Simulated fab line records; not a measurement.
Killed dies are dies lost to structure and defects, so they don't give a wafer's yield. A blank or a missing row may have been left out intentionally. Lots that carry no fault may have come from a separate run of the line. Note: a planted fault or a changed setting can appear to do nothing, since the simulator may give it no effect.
Matching of chambers -- flow sky130 -- SKY_VIA2_ETCH_15 on rie diel-01 has 4 sister chambers
The step etches SiO2 in C4F8/O2/Ar, stops on TiN, target depth 546 nm, time 84 s. 4 wafers are shown with their chamber, then 7 later ones without.

## EACH WAFER AND ITS CHAMBER
wafer,chamber,oes product au (a.u.)
L408.4,3,0.941
L414.2,2,0.941
L421.2,0,0.940
L421.3,1,0.939

## WAFERS WITH NO CHAMBER GIVEN
wafer,oes product au (a.u.)
L421.5,0.937
L423.2,0.934
L423.4,0.946
L423.5,0.935
L431.1,0.936
L431.5,0.932
L431.6,0.932

## THE CHAMBER EACH PASSED THROUGH
wafer,from the rows above,in truth
L421.5,can't be placed: 1 or 0 or 2 or 3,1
L423.2,can't be placed: 1 or 0 or 2 or 3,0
L423.4,can't be placed: 2 or 3 or 0 or 1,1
L423.5,can't be placed: 1 or 0 or 2 or 3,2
L431.1,can't be placed: 1 or 0 or 2 or 3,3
L431.5,can't be placed: 1 or 0 or 2 or 3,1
L431.6,can't be placed: 1 or 0 or 2 or 3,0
Placed correctly: 0 of 7. Not placeable from these rows: 7 (in 7, the candidates include the true chamber). Number placed wrongly: 0.
How it was worked out, from the rows above alone: a wafer's distance from a chamber is the root of the sum, over the readings, of the square of ((its reading less the chamber's mean) divided by the reading's scatter). The wafer belongs to the nearest chamber; if the next one is less than 2 further off, it can't be placed. Each chamber's mean is taken over the wafers shown for it. The scatter: with one shown wafer a chamber, the root of the mean of the squares of how far each hidden wafer lies from its nearest shown one.
